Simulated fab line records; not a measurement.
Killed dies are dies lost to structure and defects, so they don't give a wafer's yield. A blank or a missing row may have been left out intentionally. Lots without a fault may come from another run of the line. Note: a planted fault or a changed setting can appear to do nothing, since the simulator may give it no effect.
Code-filled problem report in 8D (eight disciplines) form + flow sky130 + the parts of the form that need people (team, actions taken, sign-off) are left out

== 1. WHAT IS WRONG ==
VT_ADJUST_NCORE_TW at SKY_VT_ADJUST_NCORE_TW_MEAS_11 reads a mean of 30.0 on 3 wafers of 1 lot; wafers without a fault read 219.2 with a standard deviation of 2. Relative to the usual mean, that is a shift of -95 standard deviations.
First observed at day 10 22:53: wafer L266.2, on film-metro-03. The record holds 39 wafers of 13 lots with a number at this step. The rule behind "out" and "out of limits": a value lying over 4 standard deviations away from the usual mean. Any other wafer with a number is counted as sound.

== 2. WHAT IT IS, WHAT IT ISN'T ==
| question                    | is                     | is not                                                                                                   |
|-----------------------------|------------------------|----------------------------------------------------------------------------------------------------------|
| which readings at this step | VT_ADJUST_NCORE_TW     | -                                                                                                        |
| which lots                  | L266                   | L259, L260, L262, L264, L265, L267, L275, L276, L277, L278, L279, L281                                   |
| which wafers of those lots  | all that have a number | -                                                                                                        |
| read on which gauges        | film-metro-03          | film-metro-02, film-metro-04                                                                             |
| when                        | from day 10 22:53      | up to then (15 sound wafers); but 21 sound wafers of L267, L275, L276, L277, L278, L279, L281 came after |

== 3. WHAT RULES OUT EACH SUSPECT ==
Counting: any tool at a process step up to the reading is kept as a suspect provided that every lot that is out went through it and no sound lot did after the first of them.
- the gauge at SKY_VT_ADJUST_NCORE_TW_MEAS_11 is ruled out. All the wafers that are out were read on film-metro-03, but those of them that SKY_VT_ADJUST_LVTN_STRIP_20 has rows for are out there too, on other tools.
- plasma-asher-01 at SKY_VT_ADJUST_LVTN_STRIP_20 (strips in O2/N2): ruled out as a lasting fault. After its first lot that is out, L266 (day 9 23:47), sound lots L275, L277 ran on it.
- plasma-asher-04 at SKY_VT_ADJUST_NCORE_STRIP_10 (strips in O2/N2): ruled out as a lasting fault. After its first lot that is out, L266 (day 10 22:46), sound lots L267, L275, L276, L277, L281 ran on it.
Left after counting: nothing in the record.

== 4. THE CAUSE (what the simulator had put in) ==
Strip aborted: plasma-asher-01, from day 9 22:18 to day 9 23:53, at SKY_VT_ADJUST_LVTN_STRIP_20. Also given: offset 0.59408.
The count ruled it out by mistake, since the rule takes a fault to strike every lot its tool runs from the start of the fault on, and this one did not do so.

== 5. THE CHAIN OF EFFECTS, in route order ==
Each row: a reading where the mean over the struck wafers with a number is more than 3 standard deviations away from the usual. Only readings whose record carries a usual standard deviation are examined. hours: median over the lots of the time between each lot's start at the first step of this table that gives one and its start at this step. sigmas: the change, counted in usual standard deviations.
| hours | step                           | reading                  | usual      | on struck wafers | change | sigmas      |
|-------|--------------------------------|--------------------------|------------|------------------|--------|-------------|
| 0     | SKY_VT_ADJUST_LVTN_STRIP_20    | oes-product-au           | 0.715 a.u. | 0.937            | +0.222 | +53         |
| 23    | SKY_VT_ADJUST_NCORE_STRIP_10   | strip-time-to-endpoint-s | 14.18 s    | 19.69            | +5.51  | +99 or more |
| 23    | SKY_VT_ADJUST_NCORE_TW_MEAS_11 | VT_ADJUST_NCORE_TW       | 219.2      | 30.0             | -189.2 | -95         |
Its process steps:
- SKY_VT_ADJUST_LVTN_STRIP_20: strips in O2/N2.
- SKY_VT_ADJUST_NCORE_STRIP_10: strips in O2/N2.
Readings that are blank on the struck wafers while sound wafers have them: strip-time-to-endpoint-s at SKY_VT_ADJUST_LVTN_STRIP_20.
Later steps that measure or inspect, where all struck wafers having a row at the step show a number for every such reading and not one has moved that far: SKY_VT_ADJUST_HVTR_OVL_MEAS_08.

== 6. WHAT WOULD HAVE CAUGHT IT SOONER ==
The first out-of-limits reading at a measuring or inspecting step in this record came at day 10 22:53, 25 hours after the fault's start at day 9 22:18.
Tool's own readings at SKY_VT_ADJUST_LVTN_STRIP_20, oes-product-au: out on all struck wafers the step has rows for; an alarm limit on them would have tripped on the first.
